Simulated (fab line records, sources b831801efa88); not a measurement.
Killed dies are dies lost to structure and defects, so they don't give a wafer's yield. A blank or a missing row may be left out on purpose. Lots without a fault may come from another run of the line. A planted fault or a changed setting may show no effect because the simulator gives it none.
One fault seen from 2 desks | flow gf180mcu | each desk has only its own numbers; what lay behind them comes last

THE TOOL OWNER'S DESK: pecvd-01
The tool's own readings at GF_V1_CVD_02 (deposits SiO2 from TEOS, target thk 850 nm, time 94.851 s): means of the sampled wafers that have a number, for each lot that ran on this tool. A lot is out of limits, marked OUT, if its mean lies more than 4 standard deviations from the usual mean; the brackets give that distance.
Columns: A = heater_power_w at GF_V1_CVD_02, usual 664 W; B = rf_fwd_power_W at GF_V1_CVD_02, usual 596.7 W; C = susceptor_temp_C at GF_V1_CVD_02, usual 400.01 C
lot  | first seen here | A   | B     | C
L252 | day 18 01:53    | 677 | 597.0 | 400.06
L254 | day 18 18:03    | 717 | 597.3 | 399.90
L257 | day 20 00:52    | 770 | 596.3 | 399.84
L264 | day 22 11:40    | 738 | 598.1 | 400.11
L266 | day 23 03:03    | 628 | 598.6 | 399.95
This desk's finding: nothing out of limits on any of the 5 lots.

THE METROLOGY DESK
What the gauges read, lot by lot, whatever tool the lot ran on: means of the sampled wafers that have a number. A lot is out of limits, marked OUT, if its mean lies more than 4 standard deviations from the usual mean; the brackets give that distance.
Columns: A = V1_CVD_02_THK at GF_V1_THK_MEAS_03, usual 848 nm; B = cd_nm at GF_V1_CD_MEAS_14, usual 259.8 nm; C = V1_OVL at GF_V1_OVL_MEAS_15, usual -5 nm
lot  | first seen here | A             | B     | C
L252 | day 18 01:57    | 861           | 259.5 | -6
L254 | day 18 18:07    | 853           | 260.4 | 0
L257 | day 20 00:56    | 845           | 258.4 | -9
L258 | day 20 05:11    | 840           | 258.3 | -8
L264 | day 22 11:45    | 528 (-27) OUT | 261.5 | -11
L266 | day 23 03:08    | 534 (-26) OUT | 257.6 | -6
L269 | day 24 02:12    | 845           | 259.1 | -2
L270 | day 24 11:11    | 840           | 260.4 | -7
L271 | day 24 18:09    | 845           | 259.9 | -3
L272 | day 24 21:35    | 848           | 260.1 | -5
L274 | day 25 12:41    | 842           | 261.3 | -2
L275 | day 25 20:36    | 855           | 258.8 | -5
This desk's finding: out of limits on L264, L266; first on L264, day 22 11:45 (V1_CVD_02_THK at GF_V1_THK_MEAS_03). In limits: L252, L254, L257, L258, L269, L270, L271, L272, L274, L275.

PUT TOGETHER
The metrology desk could have raised an alarm at day 22 11:45, on L264, L266.
The tool owner's desk saw nothing out of limits.
The tool owner's desk has L264, L266 on record, within its limits.
Of the lots named, all ran GF_V1_CVD_02 on pecvd-01.

WHAT THE SIMULATOR HAD PUT IN
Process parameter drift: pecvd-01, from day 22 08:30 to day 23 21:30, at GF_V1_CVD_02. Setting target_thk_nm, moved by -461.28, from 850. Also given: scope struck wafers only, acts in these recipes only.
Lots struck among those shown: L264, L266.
Hours from the fault's start to each desk's first reading out of limits: the metrology desk, 3.
